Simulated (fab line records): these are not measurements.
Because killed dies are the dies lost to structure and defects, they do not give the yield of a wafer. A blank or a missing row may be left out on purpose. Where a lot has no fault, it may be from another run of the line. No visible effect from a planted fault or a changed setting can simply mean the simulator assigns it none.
Matching of chambers    flow sky130    SKY_POLY_GATE_ETCH_17 on rie_si-02 has 4 sister chambers
The step etches poly-Si in HBr/Cl2, stops on SiO2, target depth 180 nm, time 70.5 s. 14 wafers are shown with their chamber, then 7 later ones without.

WAFERS PAIRED WITH THEIR CHAMBERS
wafer   chamber  drypump_motor_current_A (A)  oes_product_au (a.u.)  throttle_valve_pct (%)
L248.2  0        6.5                          0.991                  33.675
L248.3  3        6.3                          0.983                  33.695
L248.6  3        6.3                          0.977                  33.666
L249.1  3        6.3                          0.984                  33.686
L249.2  1        5.2                          0.989                  33.677
L249.4  2        6.1                          0.979                  33.680
L252.1  1        5.2                          0.977                  33.686
L252.2  0        6.5                          0.996                  33.674
L252.5  3        6.3                          0.978                  33.692
L266.1  2        6.0                          0.979                  33.673
L266.2  0        6.5                          0.990                  33.683
L266.5  1        5.3                          0.979                  33.676
L264.3  1        5.2                          0.982                  33.688
L264.4  0        6.5                          0.990                  33.681

SIGNATURES (means of the wafers above)
reading                  chamber 0  chamber 1  chamber 2  chamber 3  scatter within a chamber
drypump_motor_current_A  6.500      5.225      6.050      6.300      0.0354
oes_product_au           0.99175    0.98175    0.97900    0.98050    0.0038
throttle_valve_pct       33.67825   33.68175   33.67650   33.68475   0.00841
Rule: a wafer's distance from a chamber is the root of the sum, over the readings, of the square of ((its reading less the chamber's mean) divided by the reading's scatter). If the next closest chamber is less than 2 further off than the closest, the wafer can't be placed; otherwise it belongs to the closest. How the scatter is found: for the shown wafers, subtract from each reading the mean of its chamber, square and add these, divide the total by (wafers less chambers), then take the root.

WAFERS WITHOUT THEIR CHAMBER
wafer   drypump_motor_current_A (A)  oes_product_au (a.u.)  throttle_valve_pct (%)
L264.6  5.3                          0.987                  33.689
L268.1  6.1                          0.973                  33.676
L268.5  6.1                          0.979                  33.686
L268.6  5.2                          0.992                  33.696
L270.2  6.0                          0.984                  33.680
L270.3  6.5                          0.992                  33.689
L270.5  5.2                          0.987                  33.697

CHAMBER TAKEN BY EACH
wafer   from the rows above  in truth
L264.6  1                    1
L268.1  2                    2
L268.5  2                    2
L268.6  1                    1
L270.2  2                    2
L270.3  0                    0
L270.5  1                    1
7 of 7 placed correctly. Number that these rows cannot place: 0. Number placed wrongly: 0.
